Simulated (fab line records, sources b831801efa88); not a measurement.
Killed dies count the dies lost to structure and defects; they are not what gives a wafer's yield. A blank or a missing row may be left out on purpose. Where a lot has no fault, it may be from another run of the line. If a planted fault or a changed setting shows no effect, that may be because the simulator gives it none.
Problem report, 8D (eight disciplines) form, completed by code || flow gf180mcu || the parts of the form that need people (team, actions taken, sign-off) are left out

== 1. THE ISSUE ==
Across 2 wafers from 2 lots, M2_ALCU_RS at GF_M2_RS_MEAS_05 averages 0.0772 ohm/sq, while fault-free wafers read 0.0695 ohm/sq with a standard deviation of 0.00077. That is +10 standard deviations from the usual mean.
The step: measures by four-point-probe.
The first sign was on wafer L556.2 at day 24 16:05, on film metro-01. The record has a number at this step for 30 wafers belonging to 10 lots. By rule, "out" or "out of limits" means more than 4 standard deviations away from the usual mean. Any other wafer with a number is counted as sound.

== 2. WHAT THIS IS AND IS NOT ==
{"question": "which readings at this step", "is": "M2_ALCU_RS", "is not": "-"}
{"question": "which lots", "is": "L556, L558", "is not": "L544, L546, L547, L548, L549, L551, L552, L561"}
{"question": "which wafers of those lots", "is": "L556.2, L558.6", "is not": "L556.4, L556.6, L558.1, L558.5"}
{"question": "read on which gauges", "is": "film metro-01, film metro-04", "is not": "-"}
{"question": "when", "is": "from day 24 16:05", "is not": "up to then (23 sound wafers); but 5 sound wafers of L558, L561 came after"}

== 3. SUSPECTS, AND WHAT RULES EACH OUT ==
Counting: if a tool at a process step up to the reading ran every lot that is out, it stays a suspect. Sound lots after the first of them don't rule it out here, since some wafers of a struck lot are sound.
- ruled out: the gauge at GF_M2_RS_MEAS_05. 2 gauges (film metro-01, film metro-04) read the wafers that are out.
- pvd sputter-02 at GF_M2_SPUTTER_02 (material AlCu, target thk 450 nm, time 23.9 s): kept. Ran every lot that is out, first one L556 (day 24 15:58); last sound lot up to then L549 (day 22 13:19).
After counting, what remains is pvd sputter-02 at GF_M2_SPUTTER_02.

== 4. THE CAUSE (what the simulator had put in) ==
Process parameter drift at GF_M2_SPUTTER_02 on pvd sputter-02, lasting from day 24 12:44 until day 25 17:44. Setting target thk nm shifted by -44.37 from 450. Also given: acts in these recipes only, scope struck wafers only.
The count eliminated every tool but this one.

== 5. THE CHAIN OF EFFECTS, in route order ==
Each row: a reading where the mean over the struck wafers with a number is more than 3 standard deviations away from the usual. Only readings for which the record gives a usual standard deviation are gone through. hours: the time from each lot's start at the first step in this table that gives one to its start at this step, as a median over the lots. sigmas: the change in usual standard deviations.
{"hours": 0, "step": "GF_M2_RS_MEAS_05", "reading": "M2_ALCU_RS", "usual": "0.0695 ohm/sq", "on struck wafers": 0.0772, "change": "+0.0077", "sigmas": "+10"}
{"hours": 0, "step": "GF_M2_THK_MEAS_06", "reading": "M2_ALCU_THK", "usual": "445 nm", "on struck wafers": 400, "change": -44, "sigmas": -8.2}
{"hours": 21, "step": "GF_M2_METAL_ETCH_16", "reading": "oes product au", "usual": "0.973 a.u.", "on struck wafers": 0.929, "change": -0.043, "sigmas": -6.4}
{"hours": 21, "step": "GF_M2_METAL_ETCH_16", "reading": "throttle valve pct", "usual": "28.248 %", "on struck wafers": 28.293, "change": "+0.045", "sigmas": "+4.9"}
Here are the process steps it includes:
- GF_M2_METAL_ETCH_16: etches the open film in Cl2/BCl3, stops on SiO2, target depth 627.5 nm, time 104.6 s.

== 6. HOW IT WOULD HAVE BEEN CAUGHT EARLIER ==
The first out-of-limits reading at a measuring or inspecting step in this record came at day 24 16:05, 3 hours after the fault's start at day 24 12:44.
No tool reading at GF_M2_SPUTTER_02 that has a usual standard deviation in the record was out on any struck wafer, so an alarm limit of 4 standard deviations on those readings would not have fired.
Lots out: 2; of these, L558 started GF_M2_SPUTTER_02 on pvd sputter-02 after day 24 16:05. Had the tool been put on hold then, it would have been spared.
